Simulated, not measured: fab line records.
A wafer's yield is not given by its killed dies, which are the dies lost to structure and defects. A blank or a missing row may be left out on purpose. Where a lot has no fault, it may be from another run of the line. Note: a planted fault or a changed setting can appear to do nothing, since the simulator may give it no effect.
Which tool was responsible?	flow sky130	72 wafers from 24 lots sampled at 6 of the route's 708 steps

## WHAT THE GAUGES READ, wafer by wafer
SKY_FIELD_ISO_THK_MEAS_23.
lot	measured	on	FIELD_ISO_OXIDATION_01_THK (nm)
L074	day 2 06:46	film metro-02	10.04 10.21 10.05
L075	day 2 14:10	film metro-01	10.12 9.90 10.00
L076	day 2 16:43	film metro-01	10.10 9.96 9.95
L077	day 2 22:31	film metro-01	10.30 10.18 10.45
L078	day 3 03:49	film metro-04	9.91 9.85 9.77
L079	day 3 14:53	film metro-01	10.32 10.45 10.34
L080	day 3 20:21	film metro-01	10.51 10.51 10.46
L081	day 3 20:21	film metro-04	10.25 10.31 10.19
L082	day 4 00:56	film metro-02	10.09 9.91 9.83
L083	day 4 07:41	film metro-02	10.29 10.28 10.22
L084	day 4 14:03	film metro-02	10.26 10.16 10.21
L085	day 4 20:37	film metro-04	10.23 10.12 10.11
L086	day 5 02:30	film metro-04	10.43 10.34 10.17
L087	day 5 06:34	film metro-02	10.01 9.99 9.96
L088	day 5 12:01	film metro-02	10.13 10.32 10.14
L089	day 5 14:35	film metro-02	10.57 10.51 10.61
L090	day 5 20:19	film metro-02	10.29 10.27 10.23
L091	day 6 02:02	film metro-01	9.84 9.72 9.64
L093	day 6 08:34	film metro-01	10.15 10.09 10.09
L092	day 6 10:21	film metro-02	10.38 10.36 10.40
L094	day 6 15:47	film metro-02	10.21 10.24 10.14
L095	day 6 22:34	film metro-02	9.60 9.51 9.57
L096	day 7 02:04	film metro-02	10.02 10.22 10.01
L097	day 7 06:11	film metro-01	9.40 9.55 9.34

SKY_NWELL_THK_MEAS_02.
lot	measured	on	NWELL_OXIDATION_THK (nm)
L074	day 2 15:33	film metro-04	9.95 9.96 9.99
L075	day 2 21:03	film metro-03	10.05 9.96 10.10
L076	day 2 23:54	film metro-04	9.88 10.02 10.01
L077	day 3 05:02	film metro-01	10.23 10.10 10.16
L078	day 3 12:11	film metro-03	10.15 10.24 10.20
L079	day 4 02:07	film metro-01	9.96 9.98 10.16
L080	day 4 05:01	film metro-01	10.11 10.17 10.19
L081	day 4 05:01	film metro-04	10.19 10.20 10.11
L082	day 4 06:47	film metro-04	9.99 9.98 10.09
L083	day 4 11:44	film metro-04	9.75 9.93 9.81
L084	day 4 19:29	film metro-03	9.73 9.56 9.72
L085	day 5 05:24	film metro-01	9.89 10.13 10.14
L086	day 5 13:47	film metro-01	9.79 9.89 9.99
L087	day 5 13:43	film metro-03	9.96 10.07 9.84
L088	day 5 19:13	film metro-03	9.92 10.02 9.90
L089	day 6 00:34	film metro-03	10.20 10.22 10.18
L090	day 6 03:27	film metro-03	9.88 9.77 9.78
L091	day 6 07:50	film metro-03	10.22 10.33 10.18
L093	day 6 15:44	film metro-01	9.49 9.60 9.64
L092	day 6 17:11	film metro-01	10.22 10.30 10.34
L094	day 6 21:23	film metro-01	9.87 9.81 9.84
L095	day 7 03:27	film metro-04	10.06 10.21 10.05
L096	day 7 07:36	film metro-04	9.63 9.55 9.52
L097	day 7 12:06	film metro-04	10.07 10.17 10.15

SKY_VT_ADJUST_HVTP_CD_MEAS_07: the cd target is 380 nm.
lot	measured	on	cd nm (nm)
L074	day 6 02:34	cd sem-02	378.2 379.1 377.0
L075	day 6 10:35	cd sem-02	380.2 379.3 379.1
L076	day 6 14:30	cd sem-01	379.3 380.9 379.7
L077	day 6 18:37	cd sem-02	382.2 382.9 383.9
L078	day 7 04:25	cd sem-01	379.5 381.4 380.9
L079	day 7 21:37	cd sem-01	379.9 377.7 376.8
L080	day 8 02:15	cd sem-01	381.0 377.7 378.5
L081	day 8 01:57	cd sem-01	386.8 381.7 383.6
L082	day 8 04:19	cd sem-01	378.0 378.6 376.8
L083	day 8 10:31	cd sem-02	377.6 378.3 379.0
L084	day 8 18:20	cd sem-02	382.7 380.2 383.8
L085	day 9 07:45	cd sem-01	378.6 381.3 381.9
L086	day 9 17:47	cd sem-01	380.5 381.9 381.0
L087	day 9 17:25	cd sem-02	379.8 375.1 375.2
L088	day 10 00:22	cd sem-02	380.5 378.5 381.2
L089	day 10 08:37	cd sem-01	373.8 376.8 375.1
L090	day 10 11:52	cd sem-02	380.2 379.0 381.5
L091	day 10 16:25	cd sem-01	379.4 382.3 381.2
L093	day 11 01:59	cd sem-01	379.3 379.8 381.1
L092	day 11 03:10	cd sem-01	379.9 378.6 380.3
L094	day 11 09:43	cd sem-01	377.2 378.1 376.0
L095	day 11 17:23	cd sem-01	381.3 380.4 383.0
L096	day 11 20:29	cd sem-01	379.0 379.8 377.7
L097	day 12 03:28	cd sem-02	383.9 382.2 382.7

SKY_SONOS_ONO_CD_MEAS_13: the cd target is 410 nm.
lot	measured	on	cd nm (nm)
L074	day 12 15:52	cd sem-01	408.4 410.0 411.9
L075	day 12 23:59	cd sem-02	412.9 411.3 412.5
L076	day 13 05:09	cd sem-01	409.5 406.7 408.2
L077	day 13 13:25	cd sem-01	411.6 410.2 410.1
L078	day 14 02:49	cd sem-01	411.7 408.9 408.1
L079	day 15 02:13	cd sem-01	412.4 411.4 413.9
L080	day 15 06:25	cd sem-02	410.2 410.7 409.3
L081	day 15 06:17	cd sem-01	406.7 404.9 408.5
L082	day 15 12:55	cd sem-01	408.6 405.9 407.5
L083	day 15 19:28	cd sem-02	407.6 408.8 408.8
L084	day 16 05:11	cd sem-02	408.1 406.8 407.5
L085	day 16 23:19	cd sem-01	409.2 410.0 408.4
L086	day 17 14:26	cd sem-01	408.8 409.1 409.7
L087	day 17 08:36	cd sem-02	410.4 408.9 408.6
L088	day 17 21:31	cd sem-02	410.9 410.1 409.7
L089	day 18 08:57	cd sem-01	412.1 411.8 412.5
L090	day 18 13:31	cd sem-02	407.7 410.7 408.8
L091	day 18 18:22	cd sem-01	407.2 408.9 410.1
L093	day 19 01:58	cd sem-01	410.6 410.3 412.5
L092	day 19 05:39	cd sem-02	408.7 408.2 407.7
L094	day 19 10:42	cd sem-02	409.3 411.0 408.7
L095	day 20 00:26	cd sem-01	410.3 408.2 409.7
L096	day 20 02:38	cd sem-02	411.5 410.8 412.1
L097	day 20 15:01	cd sem-01	409.5 409.0 410.9

SKY_POLY_GATE_OVL_MEAS_14.
lot	measured	on	POLY_GATE_OVL (nm)
L074	day 16 13:50	overlay-02	-1 -1 1
L075	day 16 20:35	overlay-01	-5 -4 -10
L076	day 17 09:41	overlay-02	-11 -2 1
L077	day 17 10:01	overlay-01	-11 -11 -7
L078	day 18 05:44	overlay-02	3 -4 -4
L079	day 19 00:34	overlay-01	3 8 6
L080	day 19 06:08	overlay-01	3 7 -2
L081	day 19 06:29	overlay-01	4 8 6
L082	day 19 12:07	overlay-02	-3 -9 -2
L083	day 19 20:35	overlay-02	1 0 10
L084	day 20 11:11	overlay-02	-4 -3 -10
L085	day 21 00:29	overlay-01	1 0 6
L086	day 21 21:20	overlay-02	-11 -6 -11
L087	day 21 11:52	overlay-02	-3 -3 3
L088	day 22 05:08	overlay-01	4 -4 0
L089	day 22 17:38	overlay-01	1 7 2
L090	day 22 16:29	overlay-02	0 -6 1
L091	day 22 22:35	overlay-02	4 -2 2
L093	day 23 09:38	overlay-01	0 3 -7
L092	day 23 11:07	overlay-01	8 -2 -8
L094	day 23 17:28	overlay-01	-11 -10 -7
L095	day 24 07:14	overlay-02	5 1 3
L096	day 24 06:17	overlay-01	-10 -12 -8
L097	day 24 17:17	overlay-02	-10 0 -2

## TOOL THAT RAN EACH LOT (tool first, then ch and the chambers of the sampled wafers, then the start)
lot	SKY_VT_ADJUST_LVTN_STRIP_20
L074	plasma asher-02 ch 0,1, day 7 17:36
L075	plasma asher-04 ch 0,1, day 8 01:27
L076	plasma asher-02 ch 0,1, day 8 06:24
L077	plasma asher-04 ch 0,1, day 8 11:06
L078	plasma asher-02 ch 0,1, day 8 21:42
L079	plasma asher-04 ch 0,1, day 9 16:08
L080	plasma asher-01 ch 0,1, day 9 21:44
L081	plasma asher-04 ch 0,1, day 9 21:26
L082	plasma asher-01 ch 0,1, day 10 00:14
L083	plasma asher-01 ch 0,1, day 10 07:09
L084	plasma asher-02 ch 0,1, day 10 15:24
L085	plasma asher-01 ch 0,1, day 11 05:12
L086	plasma asher-02 ch 1, day 11 15:44
L087	plasma asher-01 ch 0,1, day 11 14:47
L088	plasma asher-01 ch 0,1, day 11 22:54
L089	plasma asher-02 ch 0,1, day 12 07:18
L090	plasma asher-04 ch 0,1, day 12 11:21
L091	plasma asher-02 ch 0,1, day 12 16:50
L093	plasma asher-01 ch 0,1, day 13 02:58
L092	plasma asher-01 ch 0,1, day 13 05:02
L094	plasma asher-01 ch 0,1, day 13 11:06
L095	plasma asher-01 ch 0,1, day 13 19:57
L096	plasma asher-04 ch 0,1, day 13 22:59
L097	plasma asher-04 ch 0,1, day 14 05:36
- SKY_VT_ADJUST_LVTN_STRIP_20: strips in O2/N2.

## AS READ BY THE TOOLS THEMSELVES (means over the sampled wafers that have a number; for cases with no such wafer, the mark the record gives instead)
SKY_VT_ADJUST_LVTN_STRIP_20.
lot	tool	chamber pressure mTorr (mTorr)	drypump motor current A (A)	oes product au (a.u.)	strip time to endpoint s (s)
L074	plasma asher-02	1500.0	5.8	0.717	14.18
L075	plasma asher-04	1498.1	5.9	0.721	14.21
L076	plasma asher-02	1499.2	5.8	0.713	14.18
L077	plasma asher-04	1499.7	5.9	0.714	14.17
L078	plasma asher-02	1501.3	5.8	0.713	14.23
L079	plasma asher-04	1499.3	5.9	0.716	14.21
L080	plasma asher-01	1500.5	5.2	0.716	14.20
L081	plasma asher-04	1501.2	5.9	0.715	14.17
L082	plasma asher-01	1499.8	5.1	0.719	14.15
L083	plasma asher-01	1498.9	5.2	0.710	14.17
L084	plasma asher-02	1500.8	5.8	0.717	14.17
L085	plasma asher-01	1499.8	5.3	0.715	14.09
L086	plasma asher-02	1499.8	5.8	0.720	14.25
L087	plasma asher-01	1499.7	5.1	0.717	14.15
L088	plasma asher-01	1500.3	5.1	0.718	14.20
L089	plasma asher-02	1499.1	5.8	0.718	14.19
L090	plasma asher-04	1501.1	5.7	0.720	14.12
L091	plasma asher-02	1499.0	5.8	0.713	14.17
L093	plasma asher-01	1500.8	5.1	0.712	14.17
L092	plasma asher-01	1498.6	5.1	0.714	14.24
L094	plasma asher-01	1500.3	5.1	0.713	14.18
L095	plasma asher-01	1501.8	5.2	0.717	14.18
L096	plasma asher-04	1500.7	5.9	0.717	14.11
L097	plasma asher-04	1500.1	5.7	0.712	14.19

## THE ANSWER, worked out from the rows above alone
Rule: the lots themselves supply what counts as usual. The widest of any qualifying gaps counts: lots, ordered by their means at a reading, are off when they make up no more than a third of the lots, leave a main group of 4 or more, and stand apart from it by 3 or more times the standard deviation of that group's means. The tables above print the reading to a certain number of digits; a main group whose means all agree to those digits is not used. Also off: a lot with no number at a reading for which 4 or more lots have one. The other lots that the step has rows for count as sound. The gauges are gone through in route order, then the tools' own readings, and for those a lot's mean is taken as printed above. The first step at which some lot is off is used, and at that step the reading that is off furthest; a lot without a number counts as furthest.
Nothing can be told from this: no lot is off at any reading shown.

## WHAT THE SIMULATOR PUT IN
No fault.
